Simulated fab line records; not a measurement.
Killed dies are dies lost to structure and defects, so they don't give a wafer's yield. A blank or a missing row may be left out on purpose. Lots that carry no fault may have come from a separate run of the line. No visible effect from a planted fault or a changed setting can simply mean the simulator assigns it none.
Struck lot and sound lot, side by side || flow sky130 || 17 out of 708 route steps
Sound: wafers L458.1, L458.2, L458.4. The struck wafers were L470.1, L470.2, L470.6. The cause is given at the end.
Per side, at each step with rows, come the tool, then ch with its chambers, and then its first start. Under that, the readings that differ: sound wafers || struck wafers || difference of the means || sigmas: that difference in standard deviations of wafers without a fault.
alike: words and numbers the same on both sides, and readings whose means are apart by under 2 such deviations; not compared: readings that were withheld, readings missing a value for some wafer, numbers with overlapping values and no deviation given by the record, and bounds like >300 which may hide the same value.
A row with sigmas, a row that says differs or no value, or rows on one side alone: a step with any of these is where the two part. When numbers do not overlap yet have no deviation, they are printed without sigmas and do not part them. Lack of a reading on every wafer of one side parts them only where that side has two or more wafers.

SKY_METAL1_THK_MEAS_06: measures by xrf.
  struck on filmMetro-03, day 36 06:44; sound on filmMetro-04, day 32 19:18
  alike: METAL1_ALCU_THK
then, 8 steps without rows for these wafers: SKY_METAL1_DEHYDRATE_07 (time 60 s); SKY_METAL1_HMDS_08 (prime time 60 s); SKY_METAL1_COAT_09 (resist thk 60 nm); SKY_METAL1_COAT_10 (resist thk 450 nm); SKY_METAL1_SOFTBAKE_11 (time 90 s); SKY_METAL1_EXPOSE_12 (exposes mask MM1, target cd 140 nm); SKY_METAL1_PEB_13; SKY_METAL1_DEVELOP_14 (develop time 60 s).
SKY_METAL1_CD_MEAS_15: the cd target is 140 nm.
  struck on cdSem-01, day 37 09:44; sound on cdSem-02, day 33 22:08
  alike: cdNm
SKY_METAL1_OVL_MEAS_16:
  struck on overlay-02, day 37 09:51; sound on overlay-02, day 33 22:15
  alike: METAL1_OVL
SKY_METAL1_DESCUM_17: chemistry O2, time 8 s.
  sound on rieMetal-04 ch 0,1, day 33 22:17; struck on rieMetal-04 ch 0,1, day 37 09:53
  alike: drypumpMotorCurrentA, oesProductAu
  not compared: rfHoursCounterH
SKY_METAL1_ETCH_18: etches BARC in N2/H2, stops on SiO2, time 45.9 s, target depth 60 nm.
  sound on rieMetal-04 ch 0,1, day 33 22:19; struck on rieMetal-04 ch 0,1, day 37 09:55
  no value came back on the struck wafers for any of 5 readings (biasW (W), chamberPressureMTorr (mTorr) and others); on the sound wafers biasW (W) reads 100.38 100.27 100.62
{"reading": "model.KrF-thick_of_METAL1_COAT_10.thkNm (nm)", "sound": "390.9 392.7 391.9", "struck": "435.3 436.8 435.5", "difference": "+44.0", "sigmas": ""}
  not compared: rfHoursCounterH
SKY_METAL1_METAL_ETCH_19: etches the open film in Cl2/BCl3, stops on SiO2, target depth 360 nm, time 78 s.
  sound on rieMetal-04 ch 0,1, day 33 22:23; struck on rieMetal-04 ch 0,1, day 37 09:59
{"reading": "oesProductAu (a.u.)", "sound": "0.852 0.850 0.860", "struck": "0.381 0.379 0.374", "difference": -0.476, "sigmas": -81}
{"reading": "model.KrF-thick_of_METAL1_COAT_10.thkNm (nm)", "sound": "154.7 153 155.8", "struck": "201.2 198.1 198.6", "difference": "+44.8", "sigmas": ""}
  alike: bcl3FlowSccm, biasW, drypumpMotorCurrentA, throttleValvePct
  not compared: rfHoursCounterH
SKY_METAL1_STRIP_20: strips in O2/N2.
  sound on plasmaAsher-02 ch 0,1, day 33 22:28; struck on plasmaAsher-03 ch 0,1, day 37 10:04
{"reading": "oesProductAu (a.u.)", "sound": "0.342 0.341 0.347", "struck": "0.362 0.356 0.357", "difference": "+0.015", "sigmas": "+3"}
{"reading": "stripTimeToEndpointS (s)", "sound": "2.64 2.64 2.66", "struck": "3.18 3.13 3.12", "difference": "+0.50", "sigmas": "+11"}
  alike: drypumpMotorCurrentA
  not compared: rfHoursCounterH
then, 1 step without rows for these wafers: SKY_METAL1_STRIP_21 (strips in post etch residue remover, time 1200 s).
-- the record jumps here: 12 days lie between the struck wafers' starts before and after (it left off in module METAL1 and takes up again in module PAD_OPEN, whose first step shown is number 708 of the route) --
SKY_PAD_OPEN_PROBE_99:
  struck on prober-01, day 49 06:18; sound on prober-01, day 46 16:39
{"reading": "hold", "sound": "- - -", "struck": "awaitDispo/2.7h/scrap awaitDispo/2.7h/scrap awaitDispo/2.7h/scrap", "difference": "no value on the sound wafers", "sigmas": ""}
{"reading": "defectLimitedYield (%)", "sound": "83.3 82.3 81.5", "struck": "0 0 0", "difference": -82, "sigmas": -43}
{"reading": "killed_at_M0_to_M3", "sound": "40 45 42", "struck": "438 442 450", "difference": "+401", "sigmas": "+59"}
{"reading": "killedDies", "sound": "82 87 91", "struck": "492 492 492", "difference": "+405", "sigmas": "+42"}
{"reading": "killedOnRim", "sound": "15 17 19", "struck": "96 96 96", "difference": "+79", "sigmas": "+23"}
{"reading": "sort_bin_5_function (%)", "sound": "10.2 11.6 11.0", "struck": "92.9 91.7 91.3", "difference": "+81.0", "sigmas": "+54"}
{"reading": "sortNPass", "sound": "410 405 401", "struck": "0 0 0", "difference": -405, "sigmas": -42}
{"reading": "sortYieldPct (%)", "sound": "83.3 82.3 81.5", "struck": "0 0 0", "difference": -82, "sigmas": -43}
  alike: killed_at_M4_up, killedAtContacts, killedAtFrontEnd, killedAtOther, killedOpen, killedShort, sort_bin_3_pad_short, sort_bin_6_memory

## WHERE THEY PART
At SKY_METAL1_ETCH_18 first; at SKY_PAD_OPEN_PROBE_99 last (within this record only).

WHY: what the simulator had put in
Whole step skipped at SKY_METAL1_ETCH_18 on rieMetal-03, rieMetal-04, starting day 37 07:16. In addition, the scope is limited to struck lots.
